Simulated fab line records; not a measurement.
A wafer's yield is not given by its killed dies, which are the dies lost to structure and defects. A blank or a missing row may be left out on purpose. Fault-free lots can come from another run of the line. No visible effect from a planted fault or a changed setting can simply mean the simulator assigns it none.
Chamber matching ; flow gf180mcu ; 4 sister chambers for GF_V3_CMP_26 on cmp-02
The step polishes, stops on SiO2, t overpolish 15 s, target thk 0 nm. 4 wafers are shown with their chamber, then 7 later ones without.

## WAFERS WITH THEIR CHAMBER
wafer;chamber;motor current A (A)
L383.3;2;9.5
L384.4;3;13.7
L386.1;0;12.3
L386.3;1;11.3

## WAFERS MISSING THEIR CHAMBER
wafer;motor current A (A)
L386.6;12.2
L387.2;12.3
L387.3;11.0
L387.4;9.9
L388.1;12.5
L388.4;11.6
L388.6;10.7

## WHICH CHAMBER EACH ONE RAN IN
wafer;from the rows above;in truth
L386.6;0;0
L387.2;0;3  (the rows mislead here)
L387.3;1;1
L387.4;2;2
L388.1;0;0
L388.4;can't be placed: 1 or 0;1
L388.6;can't be placed: 1 or 2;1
Correctly placed: 4 of 7. Not placeable from these rows: 2 (in 2, the candidates include the true chamber). 1 placed wrongly.
How it was worked out, from the rows above alone: a wafer's distance from a chamber is the root of the sum, over the readings, of the square of ((its reading less the chamber's mean) divided by the reading's scatter). The wafer belongs to the nearest chamber; if the next one is less than 2 further off, it can't be placed. The mean given for a chamber averages the wafers shown for that chamber. The scatter (one wafer shown for each chamber): square how far every hidden wafer sits from the nearest shown wafer, average those squares and take the square root.
